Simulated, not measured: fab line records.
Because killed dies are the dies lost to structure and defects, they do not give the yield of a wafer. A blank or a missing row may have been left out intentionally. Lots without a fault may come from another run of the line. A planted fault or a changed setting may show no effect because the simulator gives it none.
The tool behind it: which one? + flow sky130 + Sampling: 14 lots, 42 wafers, 2 of 708 route steps

## WHAT EACH GAUGE READ, for each wafer
SKY_CONTACT_THK_MEAS_01. Usual: CONTACT_CVD_00_THK gives 75.2 nm (standard deviation 1).
| lot  | measured     | on            | CONTACT_CVD_00_THK (nm) | flag |
|------|--------------|---------------|-------------------------|------|
| L429 | day 30 15:59 | film_metro-02 | 74.3 75.0 76.3          |      |
| L430 | day 31 01:55 | film_metro-03 | 76.0 76.4 76.0          |      |
| L432 | day 31 23:10 | film_metro-01 | 72.3 75.1 73.7          |      |
| L435 | day 32 23:08 | film_metro-01 | 74.3 74.4 74.8          |      |
| L436 | day 33 09:13 | film_metro-02 | 75.0 75.9 75.7          |      |
| L438 | day 34 02:16 | film_metro-01 | 73.9 74.8 74.5          |      |
| L439 | day 34 09:02 | film_metro-01 | 75.5 76.5 76.2          |      |
| L440 | day 34 20:35 | film_metro-01 | 75.0 75.5 75.8          |      |
| L441 | day 35 00:05 | film_metro-03 | 75.0 74.6 75.3          |      |
| L445 | day 36 05:48 | film_metro-03 | 74.1 74.9 76.5          |      |
| L449 | day 37 04:47 | film_metro-03 | 74.6 73.9 76.2          |      |
| L450 | day 37 10:04 | film_metro-02 | 73.7 74.8 75.2          |      |
| L451 | day 37 15:33 | film_metro-02 | 73.6 74.8 73.2          |      |
| L452 | day 38 06:43 | film_metro-03 | 75.7 77.3 76.6          |      |

SKY_CONTACT_THK_MEAS_03. Usual: CONTACT_HDPCVD_THK gives 567 nm (standard deviation 7.1).
| lot  | measured     | on            | CONTACT_HDPCVD_THK (nm) | flag |
|------|--------------|---------------|-------------------------|------|
| L429 | day 30 16:07 | film_metro-01 | 569 561 558             |      |
| L430 | day 31 02:03 | film_metro-01 | 572 558 563             |      |
| L432 | day 31 23:18 | film_metro-01 | 556 560 572             |      |
| L435 | day 32 23:15 | film_metro-02 | 564 558 556             |      |
| L436 | day 33 09:20 | film_metro-01 | 567 574 573             |      |
| L438 | day 34 02:23 | film_metro-03 | 562 575 562             |      |
| L439 | day 34 09:10 | film_metro-03 | 569 560 579             |      |
| L440 | day 34 20:43 | film_metro-02 | 574 572 573             |      |
| L441 | day 35 00:13 | film_metro-02 | 563 582 565             |      |
| L445 | day 36 05:56 | film_metro-02 | 573 574 570             |      |
| L449 | day 37 04:55 | film_metro-01 | 566 551 550             |      |
| L450 | day 37 10:11 | film_metro-01 | 572 561 563             |      |
| L451 | day 37 15:41 | film_metro-03 | 566 562 563             |      |
| L452 | day 38 06:51 | film_metro-01 | 571 581 571             |      |

## WHICH TOOL RAN EACH LOT (tool, then ch and the chambers of the sampled wafers, then the start)
There is no process step in the record ahead of these readings.

## WHAT THE TOOLS THEMSELVES READ (means of the sampled wafers that have a number; where no wafer has one, the mark that the record gives instead)
The record holds no such reading with a usual standard deviation.

## THE ANSWER, worked out from the rows above alone
Rule: a lot counts as off when the mean over its wafers that have a number is more than 3 standard deviations away from the usual mean. Also off: a lot with no number at a reading for which 4 or more lots have one. Where the step has rows for the other lots, those lots are counted as sound. After the gauges, taken in route order, come the tools' own readings; for these a lot's mean is taken, as printed above. The first step at which some lot is off is used, and at that step the reading that is off furthest; a lot without a number counts as furthest.
None of the lots is off at any reading shown; this tells nothing.

## WHAT THE SIMULATOR HAD PUT IN
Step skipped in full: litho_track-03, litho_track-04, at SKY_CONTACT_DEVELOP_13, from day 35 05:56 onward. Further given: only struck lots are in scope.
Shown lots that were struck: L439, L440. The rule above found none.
